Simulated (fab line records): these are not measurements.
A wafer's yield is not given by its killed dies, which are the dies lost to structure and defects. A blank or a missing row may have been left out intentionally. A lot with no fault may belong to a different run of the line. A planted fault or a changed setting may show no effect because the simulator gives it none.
fab line records	flow sky130
record lots=11	wafers=33	lastDay=50
route steps=708 shown FIELD_ISO@14 POLY_GATE@230 LDD_HVN@276 LDD_HVP@285
lots that met no fault: taken from a fault-free run of the same line
startH: hours from the record's opening day to when the first of the lot's shown wafers began	waitH: hours from the lot's prior step to this one	" same as the row above	L1.1+2: a single row standing in for several wafers	- no value, or no start was given	* or withheld: withheld	< > ~ a bound
route shown NAME@n: a module of which the file shows steps, and the number in the route of the first	usual: mean/standard deviation of fault-free wafers	same: alike in all rows	chamber/n: place in a boat	sites: the reading at each site	_std_site: standard deviation of those values	_edge_site: mean of outer sites minus mean of inner sites	radiusMm: how far each site lies from the wafer's centre	mask NAME#n: copy n	behind: the tool/chamber that last shaped the wafer	hold: the reason the lot was held/the length of the hold in hours/how it ended	device: whichever transistor did not switch (one of n, p or np)	end of line: at the end of the route, the tests of the same wafers	a step with no rows: only its recipe	killed: dies lost to structure and defects at the first sort, not the wafer's yield	map: shows each die of a wafer: x if killed, . if not, _ if none is there
set.NAME: the run value of the setting; set.NAME@STEP: its run value at that earlier step	model.NAME: the simulator's own value behind a step, which no gauge read
a sample of lots followed through the steps of the route, with each step as a table and each wafer as a row
services: the hour from which a tool's chamber was out of use, counted from the record's first day as startH (under 0 if before that day), plus the number of hours and why
## steps
# step SKY_FIELD_ISO_CD_MEAS_13
# recipe targetCdNm=150
# usual cdNm=149.9/1.2
lot.wafer	tool	chamber	startH	waitH	cdNm
L314.1	cdSem-01	-	35.14	-	147.8
L314.4	"	-	"	"	148.3
L314.5	"	-	"	"	149.4
L317.1	cdSem-02	-	49.83	-	150.2
L317.3	"	-	"	"	150.5
L317.6	"	-	"	"	150.1
L318.1	cdSem-02	-	55.78	-	149.2
L318.4	"	-	"	"	149.2
L318.6	"	-	"	"	151.2
L326.1	cdSem-01	-	95.41	-	152.5
L326.2	"	-	"	"	152.8
L326.3	"	-	"	"	152.2
L327.1	cdSem-02	-	104.46	-	149.3
L327.3	"	-	"	"	148.2
L327.6	"	-	"	"	149.9
L329.2	cdSem-02	-	112.31	-	151.1
L329.3	"	-	"	"	151.5
L329.5	"	-	"	"	149.5
L331.1	cdSem-01	-	124.21	-	151.3
L331.4	"	-	"	"	149.9
L331.5	"	-	"	"	150.3
L333.1	cdSem-02	-	133.69	-	148.4
L333.4	"	-	"	"	148.6
L333.5	"	-	"	"	149.8
L334.2	cdSem-01	-	138.40	-	149.7
L334.4	"	-	"	"	150.2
L334.5	"	-	"	"	149.4
L335.1	cdSem-01	-	143.93	-	149.9
L335.2	"	-	"	"	150.5
L335.3	"	-	"	"	151.3
L336.1	cdSem-02	-	148.31	-	148.9
L336.4	"	-	"	"	147.8
L336.5	"	-	"	"	149.3
# step SKY_POLY_GATE_ETCH_16
# recipe stopOn=poly-Si	chemistry=CH3F/O2	target=Si3N4	sourceW=400	biasW=80	pressureMtorr=25	ch3fFlowSccm=40	O2_flow_sccm=30	timeS=147.5	targetDepthA=750
# usual drypumpMotorCurrentA=5.7/0.42	oesProductAu=0.641/0.0048	throttleValvePct=10.535/0.0094
lot.wafer	tool	chamber	startH	waitH	drypumpMotorCurrentA	oesProductAu	rfHoursCounterH	throttleValvePct
L314.1	rieDiel-02	1	380.62	0.0	5.8	0.643	33	10.527
L314.4	"	3	"	"	6.3	0.646	43	10.544
L314.5	"	2	"	"	6.0	0.642	-	10.546
L317.1	rieDiel-04	1	403.45	0.0	5.7	0.634	6	10.518
L317.3	"	2	"	"	6.0	0.638	65	10.525
L317.6	"	1	"	"	5.7	0.641	-	10.545
L318.1	rieDiel-02	1	417.45	0.0	5.9	0.645	34	10.539
L318.4	"	2	"	"	6.0	0.637	63	10.525
L318.6	"	2	"	"	6.0	0.641	-	10.526
L326.1	rieDiel-04	1	487.22	0.0	5.7	0.635	8	10.545
L326.2	"	3	"	"	5.8	0.642	68	10.544
L326.3	"	0	"	"	5.5	0.643	69	10.543
L327.1	rieDiel-03	1	498.59	0.0	5.2	0.643	3	10.544
L327.3	"	0	"	"	5.6	0.641	9	10.539
L327.6	"	2	"	"	6.3	0.642	-	10.530
L329.2	rieDiel-02	3	521.79	0.0	6.3	0.640	46	10.555
L329.3	"	1	"	"	5.8	0.651	36	10.532
L329.5	"	1	"	"	5.8	0.637	-	10.542
L331.1	rieDiel-03	2	536.19	0.0	6.3	0.632	5	10.534
L331.4	"	3	"	"	5.1	0.646	2	10.538
L331.5	"	1	"	"	5.2	0.642	-	10.540
L333.1	rieDiel-02	1	559.69	0.0	5.8	0.635	37	10.534
L333.4	"	2	"	"	6.0	0.642	66	10.526
L333.5	"	1	"	"	5.8	0.635	-	10.535
L336.1	rieDiel-02	1	572.84	0.0	5.8	0.640	37	10.531
L336.4	"	3	"	"	6.3	0.646	46	10.534
L336.5	"	1	"	"	5.9	0.651	-	10.535
L334.2	rieDiel-04	0	573.67	0.0	5.6	0.634	71	10.536
L334.4	"	1	"	"	5.7	0.640	9	10.518
L334.5	"	3	"	"	5.8	0.635	-	10.547
L335.1	rieDiel-03	3	575.10	0.0	5.1	0.649	3	10.511
L335.2	"	0	"	"	5.6	0.648	10	10.548
L335.3	"	2	"	"	6.3	0.643	6	10.541
# step SKY_POLY_GATE_STRIP_18
# recipe chemistry=O2/N2	powerW=1400	pressureMtorr=1500	platenTempC=withheld	o2FlowSccm=3000	n2FlowSccm=300	overashFraction=0.5
# usual drypumpMotorCurrentA=5.6/0.46	oesProductAu=0.360/0.0051	stripTimeToEndpointS=3.16/0.051
lot.wafer	tool	chamber	startH	waitH	drypumpMotorCurrentA	oesProductAu	rfHoursCounterH	stripTimeToEndpointS
L314.1	plasmaAsher-03	1	380.77	0.0	5.3	0.364	64	3.22
L314.4	"	0	"	"	5.3	0.362	-	3.22
L314.5	"	1	"	"	5.2	0.368	-	3.28
L317.1	plasmaAsher-03	1	403.60	0.0	5.3	0.367	66	3.21
L317.3	"	0	"	"	5.3	0.356	-	3.23
L317.6	"	0	"	"	5.3	0.365	-	3.14
L318.1	plasmaAsher-04	1	417.60	0.0	5.4	0.372	30	3.52
L318.4	"	1	"	"	5.4	0.356	-	3.19
L318.6	"	0	"	"	6.6	0.359	-	3.18
L326.1	plasmaAsher-03	1	487.37	0.0	5.3	0.359	74	3.12
L326.2	"	0	"	"	5.3	0.353	74	3.17
L326.3	"	0	"	"	5.3	0.366	-	3.11
L327.1	plasmaAsher-01	1	498.75	0.0	5.7	0.365	7	3.24
L327.3	"	0	"	"	6.1	0.369	-	3.14
L327.6	"	1	"	"	5.7	0.354	-	3.12
L329.2	plasmaAsher-03	1	521.95	0.0	5.3	0.352	77	3.11
L329.3	"	1	"	"	5.2	0.363	-	3.17
L329.5	"	1	"	"	5.2	0.356	-	3.19
L331.1	plasmaAsher-04	1	536.34	0.0	5.5	0.362	42	3.14
L331.4	"	0	"	"	6.6	0.369	-	3.17
L331.5	"	1	"	"	5.5	0.363	-	3.21
L333.1	plasmaAsher-04	0	559.84	0.0	6.6	0.361	44	3.15
L333.4	"	1	"	"	5.5	0.355	-	3.21
L333.5	"	1	"	"	5.5	0.358	-	3.22
L336.1	plasmaAsher-03	0	573.00	0.0	5.3	0.358	83	3.13
L336.4	"	0	"	"	5.3	0.362	-	3.13
L336.5	"	0	"	"	5.3	0.363	-	3.17
L334.2	plasmaAsher-04	0	573.82	0.0	6.6	0.360	46	3.17
L334.4	"	1	"	"	5.4	0.361	-	3.17
L334.5	"	0	"	"	6.6	0.364	-	3.19
L335.1	plasmaAsher-01	1	575.25	0.0	5.7	0.359	14	3.11
L335.2	"	0	"	"	6.1	0.357	14	3.08
L335.3	"	0	"	"	6.1	0.355	-	3.08
# step SKY_LDD_HVN_STRIP_09
# recipe chemistry=O2/N2	powerW=1400	pressureMtorr=1500	platenTempC=withheld	o2FlowSccm=3000	n2FlowSccm=300	overashFraction=0.5
# usual drypumpMotorCurrentA=5.6/0.56	oesProductAu=0.409/0.0044	stripTimeToEndpointS=4.134/0.016
lot.wafer	tool	chamber	startH	waitH	drypumpMotorCurrentA	oesProductAu	rfHoursCounterH	stripTimeToEndpointS
L314.1	plasmaAsher-04	0	475.27	0.1	6.6	0.400	36	4.131
L314.4	"	0	"	"	6.6	0.410	-	4.141
L314.5	"	0	"	"	6.6	0.403	-	4.131
L317.1	plasmaAsher-02	0	498.72	0.1	4.9	0.402	68	4.142
L317.3	"	1	"	"	6.1	0.406	-	4.125
L317.6	"	1	"	"	6.2	0.410	-	4.158
L318.1	plasmaAsher-04	1	517.37	0.1	5.5	0.405	40	4.149
L318.4	"	0	"	"	6.6	0.405	-	4.156
L318.6	"	1	"	"	5.5	0.410	-	4.160
L326.1	plasmaAsher-03	1	579.51	0.1	5.3	0.419	83	4.122
L326.2	"	0	"	"	5.3	0.403	83	4.113
L326.3	"	1	"	"	5.3	0.407	-	4.134
L327.1	plasmaAsher-02	1	591.72	0.1	6.2	0.415	77	4.117
L327.3	"	0	"	"	4.9	0.409	-	4.134
L327.6	"	1	"	"	6.1	0.411	-	4.135
L329.2	plasmaAsher-03	0	613.86	0.1	5.3	0.410	86	4.103
L329.3	"	1	"	"	5.2	0.408	-	4.134
L329.5	"	0	"	"	5.3	0.402	-	4.119
L331.1	plasmaAsher-03	1	628.07	0.1	5.3	0.405	88	4.135
L331.4	"	1	"	"	5.3	0.406	-	4.132
L331.5	"	0	"	"	5.3	0.412	-	4.123
L333.1	plasmaAsher-03	1	650.21	0.1	5.2	0.406	90	4.133
L333.4	"	1	"	"	5.2	0.406	-	4.146
L333.5	"	1	"	"	5.2	0.416	-	4.134
L336.1	plasmaAsher-02	1	662.42	0.1	6.1	0.413	84	4.142
L336.4	"	0	"	"	4.9	0.405	-	4.128
L336.5	"	1	"	"	6.2	0.402	-	4.135
L334.2	plasmaAsher-02	1	662.72	0.1	6.1	0.417	85	4.117
L334.4	"	0	"	"	4.9	0.404	-	4.103
L334.5	"	1	"	"	6.2	0.410	-	4.125
L335.1	plasmaAsher-04	1	665.61	0.1	5.5	0.404	55	4.129
L335.2	"	0	"	"	6.6	0.407	55	4.145
L335.3	"	0	"	"	6.6	0.405	-	4.151
# step SKY_LDD_HVP_OVL_MEAS_07
# usual LDD_HVP_OVL=0.4/1.4
lot.wafer	tool	chamber	startH	waitH	LDD_HVP_OVL[nm]
L314.1	overlay-01	-	506.00	0.1	0.3
L314.4	"	-	"	"	-2.3
L314.5	"	-	"	"	-0.3
L317.1	overlay-02	-	528.28	0.1	0.7
L317.3	"	-	"	"	-0.1
L317.6	"	-	"	"	-1.4
L318.1	overlay-01	-	546.91	0.1	0.3
L318.4	"	-	"	"	-0.3
L318.6	"	-	"	"	2.1
L326.1	overlay-02	-	608.45	0.1	-2.3
L326.2	"	-	"	"	0.5
L326.3	"	-	"	"	-0.9
L327.1	overlay-02	-	621.26	0.1	2.2
L327.3	"	-	"	"	-0.2
L327.6	"	-	"	"	3.8
L329.2	overlay-01	-	642.45	0.1	1.4
L329.3	"	-	"	"	0.2
L329.5	"	-	"	"	-0.1
L331.1	overlay-01	-	656.76	0.1	2.2
L331.4	"	-	"	"	1.5
L331.5	"	-	"	"	2.3
L333.1	overlay-02	-	677.70	0.1	-0.7
L333.4	"	-	"	"	-1.8
L333.5	"	-	"	"	-2.4
L336.1	overlay-01	-	690.65	0.1	0.1
L336.4	"	-	"	"	0.4
L336.5	"	-	"	"	0.6
L334.2	overlay-01	-	691.28	0.1	2.3
L334.4	"	-	"	"	3.0
L334.5	"	-	"	"	0.2
L335.1	overlay-01	-	693.91	0.1	1.1
L335.2	"	-	"	"	2.6
L335.3	"	-	"	"	2.3
## services
tool	chamber	startH	hours	kind
plasmaAsher-02	-	360.47	1.4	repair
rieDiel-03	-	379.50	14.6	pm
plasmaAsher-01	-	386.79	1.9	repair
rieDiel-03	3	403.12	11.5	repair
plasmaAsher-04	-	413.81	3.0	repair
plasmaAsher-01	-	421.25	9.0	pm
plasmaAsher-03	-	431.69	1.5	repair
rieDiel-03	3	445.37	1.3	repair
rieDiel-02	1	451.32	5.1	repair
plasmaAsher-03	-	459.36	1.6	repair
plasmaAsher-03	-	460.97	4.3	pm
rieDiel-02	3	498.20	11.0	repair
rieDiel-04	-	512.58	0.4	repair
rieDiel-03	0	513.60	2.6	repair
plasmaAsher-04	-	530.70	0.7	repair
rieDiel-02	2	586.27	39.3	repair
plasmaAsher-02	-	587.27	1.8	repair
plasmaAsher-03	-	604.10	2.8	pm
rieDiel-03	1	609.17	4.8	repair
rieDiel-02	3	646.84	5.1	repair
rieDiel-03	2	647.82	7.7	repair
rieDiel-04	3	649.94	4.7	repair
plasmaAsher-01	-	653.95	1.4	repair
plasmaAsher-04	-	654.22	2.8	pm
## key
firstSign step=SKY_POLY_GATE_STRIP_18	reading=stripTimeToEndpointS	direction=up	sigmas=7	usual=*	struck=*
effect none on later readings
metAt SKY_POLY_GATE_ETCH_16
struckLots L318
struckWafers L318.1
testerLeftOut L318
notActingAt SKY_FIELD_ISO_CD_MEAS_13,SKY_LDD_HVN_STRIP_09,SKY_LDD_HVP_OVL_MEAS_07
onsetBetween 380.62 417.45
fault kind=processParameterDrift	tool=rieDiel-02	chamber=1	onsetH=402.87	steps=SKY_POLY_GATE_ETCH_16	channel=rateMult	offset=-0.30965	shape=step	endH=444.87
# testerLeftOut: of these lots the tester's yield and bins aren't shown, on N5 and GAA mostly nor the transistor test; their killed dies are dies lost to structure and defects alone, not to doping, threshold or leakage, so they don't give the yield
